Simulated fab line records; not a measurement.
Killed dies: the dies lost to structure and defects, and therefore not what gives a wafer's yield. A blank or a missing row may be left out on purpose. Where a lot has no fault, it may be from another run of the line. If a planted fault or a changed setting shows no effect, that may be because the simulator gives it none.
fab line records    flow sky130
record lots=12  wafers=36  last-day=50
route steps=708 shown PWDE@47 NWELL@67 PAD_OPEN@708
lots that met no fault: from a run of the same line without faults
start-h: hours from the record's opening day to when the first of the lot's shown wafers began    wait-h: time in hours since the lot's previous step    " as in the row above    L1.1+2: a single row standing in for several wafers    - either no value or no given start    * or withheld: withheld    < > ~ a bound
route shown NAME@n: names a module that has steps shown in the file, with the first one's number in the route    usual: the fault-free wafers' mean and standard deviation    same: alike in all rows    chamber/n: place in a boat    sites: per-site readings    _std_site: how widely they spread, as a standard deviation    _edge_site: outer sites' mean less inner sites'    radius-mm: for every site, how far away it sits from the centre of the wafer    mask NAME#n: copy n    behind: the most recent tool/chamber to have shaped the wafer    hold: reason for holding the lot/hours on hold/outcome of the hold    device: the transistor (n, p or np) that didn't switch    end of line: at the end of the route, the tests of the same wafers    for a step that has no rows: nothing shown but its recipe    killed: dies that structure and defects cost at the first sort, which is not the same as the wafer's yield    map: a wafer's dies, marking killed ones x, the rest . and places with no die _
set.NAME: setting as actually run; set.NAME@STEP: the setting as run at that earlier step    model.NAME: the simulator's own value behind a step, which no gauge read
route steps across a sampled set of lots; one table per step, one row per wafer
services: from which hour (start-h, from the record's first day; less than 0 if before it) a tool's chamber was out of use, for how many hours, and why
## steps
# step SKY_PWDE_COAT_02
# recipe spin-rpm=2000  resist-thk-nm=3000
lot.wafer   tool            chamber  start-h  wait-h
L329.2+3+5  litho-track-03  0        61.04    0.1
L330.4+5+6  litho-track-03  0        65.14    0.1
L332.1+3+6  litho-track-04  0        74.47    0.1
L333.1+2+5  litho-track-03  0        85.92    0.1
L334.2+3+6  litho-track-04  0        89.04    0.1
L335.1+3+4  litho-track-01  0        92.92    0.1
L336.1+2+3  litho-track-01  0        100.97   0.1
L337.3+4+5  litho-track-03  0        106.12   0.1
L338.1+4+6  litho-track-04  0        109.42   0.1
L339.3+4+6  litho-track-03  0        113.12   0.1
L346.4+5+6  litho-track-04  0        152.64   0.1
L349.1+2+3  litho-track-04  0        168.42   0.1
# step SKY_PWDE_OVL_MEAS_07
# usual PWDE_OVL=0.2/1.5
lot.wafer  tool        chamber  start-h  wait-h  PWDE_OVL[nm]
L329.2     overlay-02  -        69.28    -       1.2
L329.3     "           -        "        "       2.3
L329.5     "           -        "        "       2.1
L330.4     overlay-01  -        73.24    -       0.3
L330.5     "           -        "        "       3.4
L330.6     "           -        "        "       1.7
L332.1     overlay-01  -        83.47    -       1.1
L332.3     "           -        "        "       -1.4
L332.6     "           -        "        "       1.2
L333.1     overlay-01  -        94.87    -       1.4
L333.2     "           -        "        "       -0.7
L333.5     "           -        "        "       0.4
L334.2     overlay-02  -        98.03    -       -1.7
L334.3     "           -        "        "       0.6
L334.6     "           -        "        "       1.3
L335.1     overlay-01  -        102.27   -       0.0
L335.3     "           -        "        "       1.6
L335.4     "           -        "        "       3.0
L336.1     overlay-01  -        110.37   -       0.4
L336.2     "           -        "        "       1.3
L336.3     "           -        "        "       1.4
L337.3     overlay-02  -        115.68   -       1.0
L337.4     "           -        "        "       1.3
L337.5     "           -        "        "       0.4
L338.1     overlay-01  -        118.72   -       1.1
L338.4     "           -        "        "       0.6
L338.6     "           -        "        "       -1.2
L339.3     overlay-02  -        122.88   -       -2.5
L339.4     "           -        "        "       -2.8
L339.6     "           -        "        "       -3.3
L346.4     overlay-01  -        162.44   -       2.0
L346.5     "           -        "        "       2.2
L346.6     "           -        "        "       2.3
L349.1     overlay-02  -        178.82   -       0.9
L349.2     "           -        "        "       0.6
L349.3     "           -        "        "       -0.7
# step SKY_PWDE_STRIP_09
# recipe chemistry=O2/N2  power-w=1400  pressure-mtorr=1500  platen-temp-c=withheld  o2-flow-sccm=3000  n2-flow-sccm=300  overash-fraction=0.5
# usual drypump-motor-current-A=5.6/0.47  oes-product-au=0.722/0.0048  strip-time-to-endpoint-s=36.87/0.11
lot.wafer  tool             chamber  start-h  wait-h  drypump-motor-current-A  oes-product-au  rf-hours-counter-h  strip-time-to-endpoint-s
L329.2     plasma-asher-01  1        69.46    0.1     5.4                      0.725           37                  36.96
L329.3     "                1        "        "       5.4                      0.713           -                   36.97
L329.5     "                0        "        "       6.6                      0.726           -                   36.92
L330.4     plasma-asher-02  1        73.44    0.1     5.5                      0.717           -                   37.02
L330.5     "                0        "        "       5.5                      0.734           -                   37.01
L330.6     "                1        "        "       5.4                      0.719           -                   36.95
L332.1     plasma-asher-02  1        83.66    0.1     5.4                      0.721           41                  36.83
L332.3     "                0        "        "       5.5                      0.719           -                   36.90
L332.6     "                0        "        "       5.5                      0.723           -                   36.88
L333.1     plasma-asher-01  1        95.06    0.1     5.4                      0.716           40                  36.97
L333.2     "                0        "        "       6.6                      0.719           40                  36.93
L333.5     "                1        "        "       5.4                      0.715           -                   37.08
L334.2     plasma-asher-02  1        98.20    0.1     5.4                      0.727           42                  36.77
L334.3     "                1        "        "       5.4                      0.724           -                   36.72
L334.6     "                1        "        "       5.4                      0.730           -                   36.83
L335.1     plasma-asher-04  1        102.46   0.1     5.4                      0.724           42                  36.93
L335.3     "                1        "        "       5.4                      0.722           -                   36.97
L335.4     "                0        "        "       5.3                      0.719           -                   36.97
L336.1     plasma-asher-04  1        110.56   0.1     5.3                      0.716           42                  36.79
L336.2     "                0        "        "       5.3                      0.729           42                  36.62
L336.3     "                1        "        "       5.3                      0.727           -                   36.64
L337.3     plasma-asher-02  1        115.88   0.1     5.4                      0.717           -                   37.05
L337.4     "                0        "        "       5.5                      0.726           -                   36.90
L337.5     "                1        "        "       5.5                      0.716           -                   37.00
L338.1     plasma-asher-01  1        118.91   0.1     5.4                      0.716           0                   36.87
L338.4     "                1        "        "       5.4                      0.727           -                   36.80
L338.6     "                1        "        "       5.4                      0.720           -                   36.86
L339.3     plasma-asher-04  1        123.08   0.1     5.3                      0.718           -                   37.08
L339.4     "                0        "        "       5.3                      0.728           -                   37.01
L339.6     "                0        "        "       5.3                      0.730           -                   36.99
L346.4     plasma-asher-01  0        162.64   0.1     6.6                      0.735           -                   36.93
L346.5     "                1        "        "       5.4                      0.716           -                   36.78
L346.6     "                0        "        "       6.6                      0.723           -                   36.77
L349.1     plasma-asher-01  0        179.00   0.1     6.6                      0.718           6                   36.84
L349.2     "                1        "        "       5.4                      0.531           6                   7.25
L349.3     "                1        "        "       5.4                      0.725           -                   36.82
# step SKY_NWELL_STRIP_14
# recipe chemistry=O2/N2  power-w=1400  pressure-mtorr=1500  platen-temp-c=withheld  o2-flow-sccm=3000  n2-flow-sccm=300  overash-fraction=0.5
# usual drypump-motor-current-A=5.7/0.56  oes-product-au=0.722/0.0044  strip-time-to-endpoint-s=36.95/0.11
lot.wafer  tool             chamber  start-h  wait-h  drypump-motor-current-A  oes-product-au  rf-hours-counter-h  strip-time-to-endpoint-s
L329.2     plasma-asher-03  0        87.05    0.1     6.4                      0.717           26                  37.02
L329.3     "                0        "        "       6.4                      0.723           -                   37.01
L329.5     "                0        "        "       6.4                      0.712           -                   37.05
L330.4     plasma-asher-01  1        91.15    0.1     5.4                      0.728           -                   36.92
L330.5     "                0        "        "       6.6                      0.726           -                   36.85
L330.6     "                1        "        "       5.4                      0.720           -                   36.91
L332.1     plasma-asher-01  0        101.61   0.1     6.6                      0.719           40                  36.92
L332.3     "                0        "        "       6.6                      0.726           -                   36.87
L332.6     "                1        "        "       5.4                      0.721           -                   36.87
L333.1     plasma-asher-04  1        114.26   0.1     5.3                      0.719           43                  36.93
L333.2     "                0        "        "       5.3                      0.720           43                  36.85
L333.5     "                1        "        "       5.3                      0.722           -                   36.88
L334.2     plasma-asher-04  1        116.71   0.1     5.3                      0.721           43                  36.97
L334.3     "                0        "        "       5.3                      0.726           -                   36.99
L334.6     "                1        "        "       5.3                      0.725           -                   36.91
L335.1     plasma-asher-01  1        121.15   0.1     5.4                      0.719           0                   36.90
L335.3     "                0        "        "       6.6                      0.726           -                   36.96
L335.4     "                1        "        "       5.4                      0.717           -                   37.01
L336.1     plasma-asher-04  0        129.41   0.1     5.3                      0.727           45                  37.07
L336.2     "                1        "        "       5.3                      0.730           45                  37.13
L336.3     "                0        "        "       5.3                      0.722           -                   37.09
L337.3     plasma-asher-03  1        135.43   0.1     5.3                      0.716           -                   36.93
L337.4     "                0        "        "       6.4                      0.718           -                   36.96
L337.5     "                1        "        "       5.3                      0.719           -                   36.91
L338.1     plasma-asher-03  1        137.72   0.1     5.3                      0.725           31                  36.93
L338.4     "                1        "        "       5.3                      0.717           -                   36.96
L338.6     "                0        "        "       6.5                      0.716           -                   36.80
L339.3     plasma-asher-04  1        142.04   0.1     5.3                      0.719           -                   37.02
L339.4     "                0        "        "       5.3                      0.726           -                   37.06
L339.6     "                0        "        "       5.3                      0.718           -                   37.02
L346.4     plasma-asher-03  0        183.39   0.1     6.4                      0.718           -                   37.04
L346.5     "                1        "        "       5.3                      0.724           -                   36.91
L346.6     "                0        "        "       6.4                      0.727           -                   37.07
L349.1     plasma-asher-01  0        200.92   0.1     6.6                      0.720           8                   36.87
L349.2     "                1        "        "       5.4                      0.727           8                   36.91
L349.3     "                0        "        "       6.6                      0.721           -                   36.93
# step SKY_NWELL_OVL_MEAS_23
# usual NWELL_01_OVL=-0.1/1.7
lot.wafer  tool        chamber  start-h  wait-h  NWELL_01_OVL[nm]
L329.2     overlay-01  -        105.09   -       0.6
L329.3     "           -        "        "       2.5
L329.5     "           -        "        "       2.0
L330.4     overlay-02  -        109.38   -       -0.6
L330.5     "           -        "        "       -0.9
L330.6     "           -        "        "       -0.2
L332.1     overlay-01  -        119.98   -       -0.8
L332.3     "           -        "        "       0.6
L332.6     "           -        "        "       2.1
L333.1     overlay-01  -        132.87   -       3.8
L333.2     "           -        "        "       2.1
L333.5     "           -        "        "       1.0
L334.2     overlay-02  -        135.68   -       -2.7
L334.3     "           -        "        "       -2.3
L334.6     "           -        "        "       -2.8
L335.1     overlay-01  -        139.47   -       -1.9
L335.3     "           -        "        "       -0.2
L335.4     "           -        "        "       -0.4
L336.1     overlay-01  -        147.77   -       1.5
L336.2     "           -        "        "       1.7
L336.3     "           -        "        "       2.8
L337.3     overlay-02  -        153.83   -       -1.2
L337.4     "           -        "        "       -2.3
L337.5     "           -        "        "       -2.5
L338.1     overlay-02  -        156.42   -       -0.2
L338.4     "           -        "        "       -1.0
L338.6     "           -        "        "       -0.3
L339.3     overlay-01  -        161.39   -       -0.2
L339.4     "           -        "        "       1.3
L339.6     "           -        "        "       -0.5
L346.4     overlay-01  -        204.75   -       -1.0
L346.5     "           -        "        "       1.2
L346.6     "           -        "        "       -1.1
L349.1     overlay-02  -        223.18   -       0.7
L349.2     "           -        "        "       1.1
L349.3     "           -        "        "       0.1
# step SKY_NWELL_TW_MEAS_26
# usual NWELL_2_TW=498/3.2
lot.wafer  tool           chamber  start-h  wait-h  NWELL_2_TW
L329.2     film-metro-02  -        105.38   0.1     492
L329.3     "              -        "        "       494
L329.5     "              -        "        "       493
L330.4     film-metro-03  -        109.68   0.1     499
L330.5     "              -        "        "       498
L330.6     "              -        "        "       499
L332.1     film-metro-03  -        120.27   0.1     500
L332.3     "              -        "        "       500
L332.6     "              -        "        "       500
L333.1     film-metro-03  -        133.15   0.1     498
L333.2     "              -        "        "       500
L333.5     "              -        "        "       499
L334.2     film-metro-03  -        135.97   0.1     497
L334.3     "              -        "        "       499
L334.6     "              -        "        "       499
L335.1     film-metro-01  -        139.75   0.1     498
L335.3     "              -        "        "       494
L335.4     "              -        "        "       496
L336.1     film-metro-01  -        148.05   0.1     499
L336.2     "              -        "        "       497
L336.3     "              -        "        "       499
L337.3     film-metro-03  -        154.13   0.1     502
L337.4     "              -        "        "       501
L337.5     "              -        "        "       501
L338.1     film-metro-02  -        156.71   0.1     498
L338.4     "              -        "        "       498
L338.6     "              -        "        "       496
L339.3     film-metro-02  -        161.69   0.1     495
L339.4     "              -        "        "       493
L339.6     "              -        "        "       494
L346.4     film-metro-03  -        205.05   0.1     497
L346.5     "              -        "        "       500
L346.6     "              -        "        "       499
L349.1     film-metro-03  -        223.47   0.1     499
L349.2     "              -        "        "       530
L349.3     "              -        "        "       501
# step SKY_PAD_OPEN_PROBE_99
# usual killed_at_M0_to_M3=42/6.1  killed_at_M4_up=3.4/2  killed-at-contacts=23/4.8  killed-at-front-end=15/3.8  killed-at-other=0.3/0.48  killed-dies=84/8.5  killed-on-rim=16/3.9  killed-open=46/6.8  killed-short=38/6.2
# same gross-dies=492  killed-at-back-side=0
lot.wafer  tool       chamber  start-h  wait-h  killed_at_M0_to_M3  killed_at_M4_up  killed-at-contacts  killed-at-front-end  killed-at-other  killed-dies  killed-on-rim  killed-open  killed-short
L329.2     prober-01  -        1079.49  0.1     45                  2                30                  16                   1                94           16             51           42
L329.3     prober-01  -        1079.54  0.2     38                  3                23                  16                   0                80           19             44           35
L329.5     prober-01  -        1079.64  0.2     37                  2                25                  14                   1                79           11             47           32
L330.4     prober-02  -        1083.79  0.2     38                  3                25                  14                   0                80           15             55           25
L330.5     prober-02  -        1083.84  0.2     55                  3                21                  20                   0                99           19             51           48
L330.6     prober-02  -        1083.89  0.2     34                  5                26                  16                   0                81           19             45           36
L332.1     prober-02  -        1089.89  0.1     33                  1                29                  21                   0                84           15             54           30
L332.3     prober-02  -        1089.99  0.2     51                  5                23                  17                   2                98           17             54           44
L332.6     prober-02  -        1090.14  0.2     37                  6                18                  17                   0                78           20             39           39
L333.1     prober-01  -        1110.54  0.1     47                  6                22                  22                   1                98           28             59           39
L333.2     prober-01  -        1110.59  0.1     45                  3                27                  18                   1                94           15             56           38
L333.5     prober-01  -        1110.74  0.2     49                  3                19                  14                   0                85           19             40           45
L334.2     prober-02  -        1112.09  0.1     43                  3                27                  14                   0                87           13             52           35
L334.3     prober-02  -        1112.14  0.2     39                  4                26                  13                   0                82           20             50           32
L334.6     prober-02  -        1112.29  0.2     48                  3                25                  13                   0                89           18             48           41
L335.1     prober-01  -        1116.94  0.1     38                  5                31                  10                   0                84           18             41           43
L335.3     prober-01  -        1117.04  0.2     37                  1                26                  15                   0                79           17             41           38
L335.4     prober-01  -        1117.09  0.2     29                  5                24                  6                    0                64           16             37           27
L336.1     prober-02  -        1125.09  0.1     42                  4                15                  13                   0                74           13             43           31
L336.2     prober-02  -        1125.14  0.1     48                  5                28                  17                   0                98           12             47           51
L336.3     prober-02  -        1125.19  0.2     32                  3                24                  12                   0                71           10             46           25
L337.3     prober-01  -        1132.09  0.2     36                  3                35                  13                   0                87           15             40           45
L337.4     prober-01  -        1132.14  0.2     40                  4                20                  12                   1                77           17             40           35
L337.5     prober-01  -        1132.19  0.2     49                  2                36                  19                   0                106          19             56           49
L338.1     prober-02  -        1133.61  0.1     52                  0                23                  12                   1                88           13             48           40
L338.4     prober-02  -        1133.76  0.2     44                  6                18                  8                    0                76           18             45           31
L338.6     prober-02  -        1133.86  0.2     34                  2                17                  10                   0                63           11             29           34
L339.3     prober-01  -        1140.69  0.2     41                  3                23                  19                   0                86           9              47           39
L339.4     prober-01  -        1140.74  0.2     35                  1                24                  16                   0                76           17             44           32
L339.6     prober-01  -        1140.84  0.2     47                  4                18                  16                   0                85           18             51           34
L346.4     prober-02  -        1172.97  0.2     47                  4                20                  13                   0                84           15             44           40
L346.5     prober-02  -        1173.02  0.2     39                  1                17                  13                   0                70           10             40           30
L346.6     prober-02  -        1173.07  0.2     40                  4                24                  19                   0                87           12             47           40
L349.1     prober-02  -        1188.49  0.1     44                  6                27                  12                   0                89           17             50           39
L349.2     prober-02  -        1188.54  0.1     42                  1                25                  423                  1                492          96             45           41
L349.3     prober-02  -        1188.59  0.2     48                  10               27                  17                   0                102          15             48           54
# killed by level:class
L329.2 VIA1:geometric-particle:open=10 LI_CONTACT:geometric-particle:open=10 CONTACT:geometric-particle:open=8 VIA3:geometric-particle:open=8 METAL2:geometric-particle:short=7 VIA3:geometric-particle:short=7 POLY_GATE:geometric-particle:open=5 LOCAL_INTERCONNECT:geometric-particle:short=5
L329.3 LI_CONTACT:geometric-particle:open=13 VIA1:geometric-particle:open=11 VIA3:geometric-particle:open=7 METAL2:geometric-particle:short=6 CONTACT:geometric-particle:open=5 VIA2:geometric-particle:short=5 FIELD_ISO:geometric-particle:short=4 FIELD_ISO:geometric-particle:open=3
L329.5 CONTACT:geometric-particle:open=10 VIA1:geometric-particle:open=8 CONTACT:geometric-particle:short=6 VIA3:geometric-particle:open=6 METAL2:geometric-particle:short=5 VIA2:geometric-particle:open=5 FIELD_ISO:geometric-particle:short=4 LI_CONTACT:geometric-particle:open=4
L330.4 CONTACT:geometric-particle:open=13 VIA1:geometric-particle:open=13 LI_CONTACT:geometric-particle:open=8 VIA3:geometric-particle:open=6 POLY_GATE:geometric-particle:open=5 VIA1:geometric-particle:short=4 METAL2:geometric-particle:short=4 POLY_GATE:geometric-particle:short=3
L330.5 VIA1:geometric-particle:open=12 CONTACT:geometric-particle:open=8 POLY_GATE:geometric-particle:short=6 METAL1:geometric-particle:short=6 METAL2:geometric-particle:short=6 VIA3:geometric-particle:open=6 POLY_GATE:geometric-particle:open=5 LI_CONTACT:geometric-particle:open=5
L330.6 CONTACT:geometric-particle:open=11 VIA1:geometric-particle:open=10 LI_CONTACT:geometric-particle:open=7 FIELD_ISO:geometric-particle:short=6 VIA2:geometric-particle:open=6 VIA1:geometric-particle:short=5 METAL4:geometric-particle:short=5 CONTACT:geometric-particle:short=4
L332.1 CONTACT:geometric-particle:open=17 VIA1:geometric-particle:open=8 FIELD_ISO:geometric-particle:open=7 FIELD_ISO:geometric-particle:short=5 POLY_GATE:geometric-particle:short=5 VIA3:geometric-particle:open=5 LI_CONTACT:geometric-particle:open=4 VIA1:geometric-particle:short=4
L332.3 CONTACT:geometric-particle:open=12 METAL2:geometric-particle:short=10 VIA1:geometric-particle:open=9 VIA2:geometric-particle:open=6 VIA2:geometric-particle:short=6 FIELD_ISO:geometric-particle:short=5 FIELD_ISO:geometric-particle:open=5 LI_CONTACT:geometric-particle:open=5
L332.6 LI_CONTACT:geometric-particle:open=8 CONTACT:geometric-particle:open=8 METAL3:geometric-particle:short=6 VIA1:geometric-particle:open=6 POLY_GATE:geometric-particle:short=5 METAL1:geometric-particle:short=5 FIELD_ISO:geometric-particle:short=4 FIELD_ISO:geometric-particle:open=4
L333.1 CONTACT:geometric-particle:open=12 VIA1:geometric-particle:open=10 FIELD_ISO:geometric-particle:open=7 VIA3:geometric-particle:open=7 VIA1:geometric-particle:short=7 FIELD_ISO:geometric-particle:short=6 METAL1:geometric-particle:short=5 VIA2:geometric-particle:open=5
L333.2 CONTACT:geometric-particle:open=12 VIA1:geometric-particle:open=10 METAL2:geometric-particle:short=8 LI_CONTACT:geometric-particle:open=7 VIA2:geometric-particle:open=7 FIELD_ISO:geometric-particle:short=5 VIA3:geometric-particle:open=5 FIELD_ISO:geometric-particle:open=4
L333.5 CONTACT:geometric-particle:open=11 VIA2:geometric-particle:open=8 FIELD_ISO:geometric-particle:short=7 METAL2:geometric-particle:short=7 METAL1:geometric-particle:short=6 VIA1:geometric-particle:short=5 VIA3:geometric-particle:open=5 FIELD_ISO:geometric-particle:open=4
L334.2 VIA1:geometric-particle:open=13 CONTACT:geometric-particle:open=11 LI_CONTACT:geometric-particle:open=7 VIA3:geometric-particle:open=7 POLY_GATE:geometric-particle:short=6 METAL1:geometric-particle:short=5 FIELD_ISO:geometric-particle:short=4 CONTACT:geometric-particle:short=4
L334.3 CONTACT:geometric-particle:open=11 VIA1:geometric-particle:open=11 LI_CONTACT:geometric-particle:open=6 VIA2:geometric-particle:open=6 LOCAL_INTERCONNECT:geometric-particle:short=5 FIELD_ISO:geometric-particle:open=3 FIELD_ISO:geometric-particle:short=3 POLY_GATE:geometric-particle:open=3
L334.6 CONTACT:geometric-particle:open=9 METAL1:geometric-particle:short=7 VIA2:geometric-particle:open=7 FIELD_ISO:geometric-particle:open=6 VIA3:geometric-particle:open=6 VIA1:geometric-particle:open=5 LI_CONTACT:geometric-particle:short=5 CONTACT:geometric-particle:short=5
L335.1 LI_CONTACT:geometric-particle:open=12 VIA2:geometric-particle:open=6 LOCAL_INTERCONNECT:geometric-particle:short=6 CONTACT:geometric-particle:short=5 VIA1:geometric-particle:open=5 METAL2:geometric-particle:short=5 LI_CONTACT:geometric-particle:short=4 CONTACT:geometric-particle:open=4
L335.3 CONTACT:geometric-particle:open=9 VIA1:geometric-particle:open=9 CONTACT:geometric-particle:short=5 VIA1:geometric-particle:short=5 VIA3:geometric-particle:open=5 FIELD_ISO:geometric-particle:short=4 LOCAL_INTERCONNECT:geometric-particle:short=4 VIA2:geometric-particle:open=4
L335.4 VIA1:geometric-particle:open=12 LI_CONTACT:geometric-particle:open=7 CONTACT:geometric-particle:open=7 CONTACT:geometric-particle:short=4 METAL1:geometric-particle:short=4 VIA1:geometric-particle:short=4 METAL4:geometric-particle:short=4 FIELD_ISO:geometric-particle:open=3
L336.1 VIA1:geometric-particle:open=10 CONTACT:geometric-particle:open=8 METAL1:geometric-particle:short=8 VIA2:geometric-particle:open=8 FIELD_ISO:geometric-particle:open=6 VIA2:geometric-particle:short=4 POLY_GATE:geometric-particle:open=3 LI_CONTACT:geometric-particle:open=3
L336.2 CONTACT:geometric-particle:open=9 METAL1:geometric-particle:short=9 VIA1:geometric-particle:open=9 METAL2:geometric-particle:short=7 CONTACT:geometric-particle:short=6 FIELD_ISO:geometric-particle:short=5 VIA3:geometric-particle:open=5 LI_CONTACT:geometric-particle:open=5
L336.3 VIA1:geometric-particle:open=9 LI_CONTACT:geometric-particle:open=8 VIA2:geometric-particle:open=6 VIA3:geometric-particle:open=6 CONTACT:geometric-particle:open=5 CONTACT:geometric-particle:short=5 POLY_GATE:geometric-particle:open=4 METAL1:geometric-particle:short=4
L337.3 CONTACT:geometric-particle:open=17 LOCAL_INTERCONNECT:geometric-particle:short=8 METAL2:geometric-particle:short=7 VIA1:geometric-particle:short=6 VIA1:geometric-particle:open=6 FIELD_ISO:geometric-particle:short=5 VIA2:geometric-particle:open=4 LI_CONTACT:geometric-particle:open=3
L337.4 VIA3:geometric-particle:open=8 CONTACT:geometric-particle:open=7 METAL2:geometric-particle:short=7 VIA1:geometric-particle:open=6 POLY_GATE:geometric-particle:open=6 VIA2:geometric-particle:open=5 LI_CONTACT:geometric-particle:open=4 LOCAL_INTERCONNECT:geometric-particle:short=4
L337.5 CONTACT:geometric-particle:open=14 VIA1:geometric-particle:open=10 METAL2:geometric-particle:short=9 CONTACT:geometric-particle:short=8 LI_CONTACT:geometric-particle:open=7 VIA1:geometric-particle:short=7 FIELD_ISO:geometric-particle:short=6 METAL1:geometric-particle:short=6
L338.1 VIA1:geometric-particle:open=15 VIA2:geometric-particle:open=9 METAL1:geometric-particle:short=7 CONTACT:geometric-particle:short=6 METAL2:geometric-particle:short=6 VIA3:geometric-particle:open=6 FIELD_ISO:geometric-particle:short=5 CONTACT:geometric-particle:open=5
L338.4 VIA1:geometric-particle:open=12 CONTACT:geometric-particle:open=8 VIA3:geometric-particle:open=7 POLY_GATE:geometric-particle:open=5 METAL1:geometric-particle:short=5 VIA2:geometric-particle:short=4 VIA2:geometric-particle:open=4 METAL4:geometric-particle:short=4
L338.6 VIA1:geometric-particle:open=13 CONTACT:geometric-particle:open=5 METAL2:geometric-particle:short=5 LOCAL_INTERCONNECT:geometric-particle:short=4 POLY_GATE:geometric-particle:short=3 LI_CONTACT:geometric-particle:open=3 CONTACT:geometric-particle:short=3 VIA2:geometric-particle:short=3
L339.3 CONTACT:geometric-particle:open=10 FIELD_ISO:geometric-particle:open=7 VIA1:geometric-particle:open=7 CONTACT:geometric-particle:short=6 VIA2:geometric-particle:open=6 VIA3:geometric-particle:open=5 FIELD_ISO:geometric-particle:short=4 LI_CONTACT:geometric-particle:short=4
L339.4 VIA1:geometric-particle:open=8 CONTACT:geometric-particle:open=7 FIELD_ISO:geometric-particle:short=6 LI_CONTACT:geometric-particle:open=6 VIA3:geometric-particle:open=6 METAL1:geometric-particle:short=6 VIA2:geometric-particle:open=6 FIELD_ISO:geometric-particle:open=4
L339.6 VIA1:geometric-particle:open=12 FIELD_ISO:geometric-particle:open=8 VIA2:geometric-particle:open=7 LI_CONTACT:geometric-particle:open=6 CONTACT:geometric-particle:open=6 METAL2:geometric-particle:short=6 VIA3:geometric-particle:open=6 METAL1:geometric-particle:short=5
L346.4 VIA1:geometric-particle:open=14 CONTACT:geometric-particle:open=7 VIA3:geometric-particle:open=7 VIA3:geometric-particle:short=6 FIELD_ISO:geometric-particle:short=5 METAL1:geometric-particle:short=5 LI_CONTACT:geometric-particle:short=4 CONTACT:geometric-particle:short=4
L346.5 VIA1:geometric-particle:open=12 CONTACT:geometric-particle:open=6 LOCAL_INTERCONNECT:geometric-particle:short=5 METAL2:geometric-particle:short=5 VIA2:geometric-particle:open=5 VIA3:geometric-particle:open=5 VIA1:geometric-particle:short=4 VIA2:geometric-particle:short=4
L346.6 CONTACT:geometric-particle:open=12 VIA1:geometric-particle:open=8 CONTACT:geometric-particle:short=7 SPACER:geometric-particle:open=5 METAL1:geometric-particle:short=5 VIA2:geometric-particle:open=5 VIA3:geometric-particle:open=5 POLY_GATE:geometric-particle:short=4
L349.1 VIA1:geometric-particle:open=13 CONTACT:geometric-particle:open=11 VIA2:geometric-particle:open=8 METAL1:geometric-particle:short=7 VIA2:geometric-particle:short=7 LOCAL_INTERCONNECT:geometric-particle:short=6 FIELD_ISO:geometric-particle:open=5 METAL4:geometric-particle:short=5
L349.2 PWDE:area-expose=406 METAL1:geometric-particle:short=10 CONTACT:geometric-particle:open=9 VIA1:geometric-particle:open=8 LI_CONTACT:geometric-particle:open=7 VIA2:geometric-particle:open=7 VIA3:geometric-particle:open=5 VIA2:geometric-particle:short=5
L349.3 VIA2:geometric-particle:open=10 CONTACT:geometric-particle:open=10 METAL4:geometric-particle:short=9 VIA1:geometric-particle:open=9 FIELD_ISO:geometric-particle:short=7 LOCAL_INTERCONNECT:geometric-particle:short=7 METAL3:geometric-particle:short=7 LI_CONTACT:geometric-particle:open=6
## services
tool             chamber  start-h  hours  kind
plasma-asher-01  -        108.83   9.0    pm
plasma-asher-01  0        108.83   9.0    vent-cycle
plasma-asher-01  1        108.83   9.0    vent-cycle
plasma-asher-01  0        117.83   -      clean
plasma-asher-01  1        117.83   -      clean
litho-track-03   -        119.04   -      consumable-replace:filter
plasma-asher-02  -        125.23   0.4    repair
plasma-asher-03  -        181.63   1.3    repair
plasma-asher-01  -        184.97   2.3    repair
## key
first-sign step=SKY_PWDE_STRIP_09  reading=strip-time-to-endpoint-s  direction=down  sigmas=99+  usual=*  struck=*
effect step=SKY_PWDE_STRIP_09  reading=oes-product-au  direction=down  sigmas=40  usual=0.722  struck=0.531
effect step=SKY_NWELL_TW_MEAS_26  reading=NWELL_2_TW  direction=up  sigmas=10  usual=498  struck=530
effect step=SKY_PAD_OPEN_PROBE_99  reading=killed-at-front-end  direction=up  sigmas=99+  usual=15  struck=423
more-kills-born-at SKY_PWDE_EXPOSE_04@iline-stepper-02=406
met-at SKY_PWDE_COAT_02
struck-lots L349
struck-wafers L349.2
tester-left-out L349
not-acting-at SKY_PWDE_OVL_MEAS_07,SKY_NWELL_STRIP_14,SKY_NWELL_OVL_MEAS_23
onset-between 152.64 168.42
fault kind=process-parameter-drift  tool=litho-track-04  chamber=-  onset-h=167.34  steps=SKY_PWDE_COAT_02  channel=resist-thk-nm  offset=-2485.1  shape=step  end-h=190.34  scope=struck-wafers-only  acts-in=these-recipes-only  stated=3000
# tester-left-out: of these lots the tester's yield and bins aren't shown, on N5 and GAA mostly nor the transistor test; their killed dies are dies lost to structure and defects alone, not to doping, threshold or leakage, so they don't give the yield
